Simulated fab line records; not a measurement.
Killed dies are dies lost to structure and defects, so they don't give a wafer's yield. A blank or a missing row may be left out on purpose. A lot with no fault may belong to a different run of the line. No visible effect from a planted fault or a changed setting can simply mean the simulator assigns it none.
Which tool was responsible?    flow gf180mcu    13 lots with 39 wafers sampled at 5 steps, on a route of 602 steps

WHAT EACH GAUGE READ, for each wafer
GF_STI_THK_MEAS_04. Usual: STI_CVD_03_THK 208.0 nm, standard deviation 2.3.
lot   measured     on            STI_CVD_03_THK (nm)  flag
L732  day 1 14:16  filmMetro-02  210.9 209.7 210.2    
L733  day 1 19:50  filmMetro-03  207.9 207.5 208.4    
L734  day 1 23:34  filmMetro-01  209.4 208.8 209.9    
L735  day 2 04:40  filmMetro-02  204.2 204.9 206.0    
L738  day 2 19:59  filmMetro-03  211.3 210.5 210.0    
L739  day 3 00:34  filmMetro-03  203.1 203.7 204.0    
L741  day 3 11:07  filmMetro-03  207.6 206.8 206.4    
L744  day 4 01:35  filmMetro-02  204.0 204.8 205.2    
L745  day 4 06:34  filmMetro-01  204.7 205.3 204.4    
L751  day 5 13:44  filmMetro-01  209.6 209.2 208.4    
L752  day 5 17:34  filmMetro-01  205.5 205.3 207.0    
L753  day 5 23:50  filmMetro-02  207.2 209.3 207.5    
L754  day 6 03:53  filmMetro-03  209.9 208.7 210.6    

GF_STI_THK_MEAS_24. Usual: STI_CVD_23_THK 652 nm, standard deviation 5.9.
lot   measured     on            STI_CVD_23_THK (nm)  flag
L732  day 2 03:53  filmMetro-02  656 652 658          
L733  day 2 09:03  filmMetro-01  669 666 670          
L734  day 2 14:15  filmMetro-01  647 651 647          
L735  day 2 19:07  filmMetro-02  646 653 648          
L738  day 3 10:22  filmMetro-02  645 648 654          
L739  day 3 15:37  filmMetro-03  652 657 650          
L741  day 4 01:04  filmMetro-01  656 666 665          
L744  day 4 16:24  filmMetro-02  651 653 655          
L745  day 4 23:17  filmMetro-03  656 650 643          
L751  day 6 06:47  filmMetro-03  651 649 648          
L752  day 6 10:51  filmMetro-02  655 655 646          
L753  day 6 17:49  filmMetro-03  654 656 654          
L754  day 6 20:46  filmMetro-02  650 652 658          

GF_VT_IMPLANT_RS_MEAS_48: measures by four-point-probe. Usual: LVPWELL_RS 1196.8 ohm/sq, standard deviation 2.8.
lot   measured      on            LVPWELL_RS (ohm/sq)   flag
L732  day 7 12:18   filmMetro-04  1195.1 1196.5 1194.1  
L733  day 7 19:50   filmMetro-02  1201.1 1199.6 1199.6  
L734  day 8 03:33   filmMetro-02  1194.5 1193.5 1195.6  
L735  day 8 09:01   filmMetro-04  1196.5 1200.1 1200.0  
L738  day 9 02:21   filmMetro-02  1190.6 1190.5 1193.1  
L739  day 9 13:04   filmMetro-04  1197.6 1192.5 1195.9  
L741  day 10 02:08  filmMetro-01  1200.3 1192.8 1197.3  
L744  day 10 23:47  filmMetro-02  1210.5 1210.6 1211.0  OFF
L745  day 11 05:12  filmMetro-02  1214.8 1215.9 1213.7  OFF
L751  day 12 20:34  filmMetro-04  1196.2 1198.8 1195.3  
L752  day 13 05:43  filmMetro-02  1196.1 1194.3 1194.4  
L753  day 13 13:40  filmMetro-02  1199.6 1199.7 1197.4  
L754  day 13 17:01  filmMetro-01  1196.9 1197.4 1194.2  

WHAT TOOL EACH LOT RAN ON (gives the tool, then ch and the chambers of the sampled wafers, and finally the start)
lot   GF_LVPWELL_IMPLANT_09           GF_VT_IMPLANT_STRIP_31
L732  implanter-01 ch 0, day 3 20:52  plasmaAsher-02 ch 0,1, day 6 20:57
L733  implanter-02 ch 0, day 4 02:11  plasmaAsher-04 ch 0,1, day 7 03:33
L734  implanter-02 ch 0, day 4 08:04  plasmaAsher-02 ch 0,1, day 7 10:30
L735  implanter-03 ch 0, day 4 12:30  plasmaAsher-01 ch 0,1, day 7 16:00
L738  implanter-01 ch 0, day 5 04:11  plasmaAsher-04 ch 0,1, day 8 09:44
L739  implanter-02 ch 0, day 5 12:20  plasmaAsher-04 ch 0,1, day 8 19:21
L741  implanter-03 ch 0, day 5 22:17  plasmaAsher-04 ch 0,1, day 9 07:11
L744  implanter-02 ch 0, day 6 17:06  plasmaAsher-01 ch 0,1, day 10 05:03
L745  implanter-02 ch 0, day 7 01:00  plasmaAsher-04 ch 0,1, day 10 10:48
L751  implanter-03 ch 0, day 8 08:14  plasmaAsher-02 ch 0,1, day 12 00:30
L752  implanter-01 ch 0, day 8 13:23  plasmaAsher-02 ch 0,1, day 12 09:15
L753  implanter-01 ch 0, day 8 20:41  plasmaAsher-02 ch 0,1, day 12 16:44
L754  implanter-01 ch 0, day 9 00:26  plasmaAsher-01 ch 0,1, day 12 19:57
- GF_LVPWELL_IMPLANT_09
- GF_VT_IMPLANT_STRIP_31: strips in O2/N2.

AS READ BY THE TOOLS THEMSELVES (means over the sampled wafers that have a number; for cases with no such wafer, the mark the record gives instead)
GF_LVPWELL_IMPLANT_09. Usual: doseIonsCm2 5.001e+12, standard deviation 4.9e+09; faradayCurrentUA 28.2, standard deviation 0.64.
lot   tool          doseIonsCm2  faradayCurrentUA  flag
L732  implanter-01  5.001e+12    27.8              
L733  implanter-02  4.999e+12    27.9              
L734  implanter-02  5.001e+12    28.4              
L735  implanter-03  5.003e+12    28.2              
L738  implanter-01  5.006e+12    28.0              
L739  implanter-02  4.995e+12    28.6              
L741  implanter-03  4.998e+12    28.6              
L744  implanter-02  4.616e+12    26.6              OFF
L745  implanter-02  4.611e+12    25.8              OFF
L751  implanter-03  5.002e+12    28.5              
L752  implanter-01  4.998e+12    28.0              
L753  implanter-01  5.005e+12    27.9              
L754  implanter-01  5.004e+12    28.4              

GF_VT_IMPLANT_STRIP_31. Usual: chamberPressureMTorr 1499.8 mTorr, standard deviation 1.4; drypumpMotorCurrentA 5.8 A, standard deviation 0.43; heaterPowerW 316 W, standard deviation 29; oesProductAu 0.716 a.u., standard deviation 0.0049; stripTimeToEndpointS 12.63 s, standard deviation 0.038.
lot   tool            chamberPressureMTorr (mTorr)  drypumpMotorCurrentA (A)  heaterPowerW (W)  oesProductAu (a.u.)  stripTimeToEndpointS (s)  flag
L732  plasmaAsher-02  1500.4                        5.7                       314               0.715                12.61                     
L733  plasmaAsher-04  1499.6                        6.0                       346               0.717                12.65                     
L734  plasmaAsher-02  1501.1                        5.7                       321               0.712                12.65                     
L735  plasmaAsher-01  1500.9                        6.1                       277               0.714                12.61                     
L738  plasmaAsher-04  1500.6                        5.6                       355               0.720                12.59                     
L739  plasmaAsher-04  1500.8                        6.0                       352               0.720                12.62                     
L741  plasmaAsher-04  1500.0                        5.6                       355               0.721                12.62                     
L744  plasmaAsher-01  1499.1                        5.7                       279               0.717                12.65                     
L745  plasmaAsher-04  1500.2                        6.0                       343               0.715                12.56                     
L751  plasmaAsher-02  1500.1                        5.6                       319               0.716                12.61                     
L752  plasmaAsher-02  1499.7                        5.7                       313               0.717                12.70                     
L753  plasmaAsher-02  1500.0                        5.6                       309               0.714                12.66                     
L754  plasmaAsher-01  1500.1                        5.8                       280               0.714                12.61                     

THE ANSWER, worked out from the rows above alone
Rule: lot off if the mean of its wafers having a number is beyond 3 standard deviations from the usual mean. A lot without any number at a reading at which 4 lots or more have one is off too. All remaining lots with rows at the step are treated as sound. Order of review: gauges by route order, followed by the tools' own readings, for which a lot's mean as printed above is used. At the first step where some lot is off, the reading lying furthest off is the one used; lots without a number count as furthest.
Off: L744, L745, at GF_VT_IMPLANT_RS_MEAS_48 (LVPWELL_RS).
If a tool, at a process step before that reading, ran all the lots that are off and no sound lot after the first of them, it fits. The gauges at GF_VT_IMPLANT_RS_MEAS_48 aren't tried: what is off there is off at GF_LVPWELL_IMPLANT_09 too, on other tools, and a gauge's error can't cause that. One candidate fits, namely implanter-02 at GF_LVPWELL_IMPLANT_09. Its last sound lot is L739 (day 5 12:20), its first lot that is off L744 (day 6 17:06): a fault that began between those two fits.
The tool's own readings at GF_LVPWELL_IMPLANT_09 bear it out: on the lots that are off they differ by more than 5 times the standard deviation of the sound lots' means. doseIonsCm2 reads 4.614e+12 there against 5.001e+12 on the sound lots; faradayCurrentUA reads 26.2 there against 28.2 on the sound lots.

WHAT HAD BEEN PUT IN BY THE SIMULATOR
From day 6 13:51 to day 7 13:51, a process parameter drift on implanter-02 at GF_LVPWELL_IMPLANT_09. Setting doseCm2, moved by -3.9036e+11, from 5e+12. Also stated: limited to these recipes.
Shown lots that were struck: L744, L745. This agrees with what the rule above found.
